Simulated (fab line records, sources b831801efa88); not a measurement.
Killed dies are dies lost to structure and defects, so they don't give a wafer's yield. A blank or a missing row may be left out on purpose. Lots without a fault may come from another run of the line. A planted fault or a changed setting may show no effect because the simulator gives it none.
Which tool did it? | flow gf180mcu | 7 lots, 21 wafers sampled, at 1 step of a route of 602

WHAT THE GAUGES READ, wafer by wafer
GF_V4_OVL_MEAS_15.
lot  | measured     | on         | V4_OVL (nm)
L926 | day 24 23:38 | overlay-02 | -10 -12 -10
L931 | day 26 18:34 | overlay-01 | 5 10 2
L934 | day 27 14:10 | overlay-01 | 7 -4 0
L936 | day 27 20:53 | overlay-01 | -2 -2 -6
L939 | day 29 05:50 | overlay-01 | 6 6 -2
L942 | day 29 22:55 | overlay-02 | -3 -6 1
L944 | day 30 05:44 | overlay-02 | 3 6 3

WHICH TOOL RAN EACH LOT (tool, then ch and the chambers of the sampled wafers, then the start)
The record holds no process step before these readings.

THE ANSWER, worked out from the rows above alone
Rule: what is usual is taken from the lots themselves. Put in order of their means at a reading, lots are off if they are a third of the lots or fewer, leave a main group of 4 or more, and stand apart from it by a gap of 3 or more times the standard deviation of the main group's means; of several such gaps the widest counts. A main group whose means are all the same, to the digits that the tables above print for the reading, isn't used. A lot without any number at a reading at which 4 lots or more have one is off too. The other lots that the step has rows for count as sound.
No lot is off at any reading shown: from this, nothing can be told.

WHAT THE SIMULATOR HAD PUT IN
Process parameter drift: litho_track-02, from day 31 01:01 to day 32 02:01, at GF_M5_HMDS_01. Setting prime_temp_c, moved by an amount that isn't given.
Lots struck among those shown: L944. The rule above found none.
